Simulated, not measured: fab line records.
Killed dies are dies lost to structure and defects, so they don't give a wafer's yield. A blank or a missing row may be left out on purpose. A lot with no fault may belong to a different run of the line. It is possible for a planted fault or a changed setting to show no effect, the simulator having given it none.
8D (eight disciplines) problem report, filled in by code ; flow gf180mcu ; the parts of the form that need people (team, actions taken, sign-off) are left out

1. WHAT WENT WRONG
PASSIVATION_CVD_00_THK at GF_PASSIVATION_THK_MEAS_01 reads a mean of 1302 nm on 2 wafers of 2 lots; wafers without a fault read 1004 nm with a standard deviation of 13. Relative to the usual mean, that is a shift of +23 standard deviations.
The first sign was on wafer L787.3 at day 31 10:47, on filmMetro-02. The record holds 36 wafers of 12 lots with a number at this step. Rule for "out", or "out of limits": more than 4 standard deviations from the usual mean. Any other wafer with a number is counted as sound.

2. WHAT IT IS, AND WHAT IT ISN'T
question;is;is not
which readings at this step;PASSIVATION_CVD_00_THK;-
which lots;L787, L789;L776, L777, L778, L779, L780, L781, L782, L794, L796, L798
which wafers of those lots;L787.3, L789.4;L787.2, L787.5, L789.1, L789.6
read on which gauges;filmMetro-01, filmMetro-02;filmMetro-03
when;from day 31 10:47;"up to then (23 sound wafers); but 11 sound wafers of L789, L794, L796, L798 came after"

3. WHAT RULES OUT EACH SUSPECT
Counting: if a tool at a process step up to the reading ran every lot that is out, it stays a suspect. Sound lots after the first of them don't rule it out here, since some wafers of a struck lot are sound.
- the gauge at GF_PASSIVATION_THK_MEAS_01 has been ruled out. 2 gauges (filmMetro-01, filmMetro-02) read the wafers that are out.
- pecvd-04 at GF_PASSIVATION_CVD_00 (deposits SiO2 from TEOS, target thk 1000 nm, time 111.95 s): kept. Every lot that is out went through it, the first being L787 (day 31 10:41); the last sound lot it ran before that was L782 (day 30 10:17).
- At GF_PASSIVATION_CVD_00, inside pecvd-04: chamber 1 took the wafers that are out, while their sound lot-mates went through chambers 0, 2.
After counting, what remains is pecvd-04 at GF_PASSIVATION_CVD_00.

4. THE CAUSE (what the simulator had put in)
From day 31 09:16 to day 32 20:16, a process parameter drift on pecvd-04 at GF_PASSIVATION_CVD_00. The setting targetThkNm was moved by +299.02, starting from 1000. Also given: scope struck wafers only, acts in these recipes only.
Counting left only this tool.

5. THE CHAIN OF EFFECTS, in route order
Rows list readings where the struck wafers' mean (over those with a number) sits beyond 3 standard deviations from the usual. Scope: only readings with a usual standard deviation given in the record; hours: median across lots of the time from each lot's start at the first step in this table that gives one to its start at this step; sigmas: change in usual standard deviations.
hours;step;reading;usual;on struck wafers;change;sigmas
0;GF_PASSIVATION_THK_MEAS_01;PASSIVATION_CVD_00_THK;1004 nm;1302;+298;+23
17;GF_PASSIVATION_ETCH_11;oesProductAu;0.963 a.u.;1.000;+0.037;+4.8
Here are the process steps it includes:
- GF_PASSIVATION_ETCH_11: etches the open film in CF4/O2, stops on TiN, target depth 1800 nm, time 400 s.

6. HOW IT WOULD HAVE BEEN CAUGHT EARLIER
2 hours passed between the start of the fault at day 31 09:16 and the first reading out of limits at a measuring or inspecting step in this record, taken at day 31 10:47.
Of the tool readings at GF_PASSIVATION_CVD_00 for which the record gives a usual standard deviation, none was out on any struck wafer, so an alarm limit of 4 standard deviations on them would not have fired.
Of the lots that are out (2), L789 began GF_PASSIVATION_CVD_00 on pecvd-04 after day 31 10:47. Putting the tool on hold at that point would have spared it.
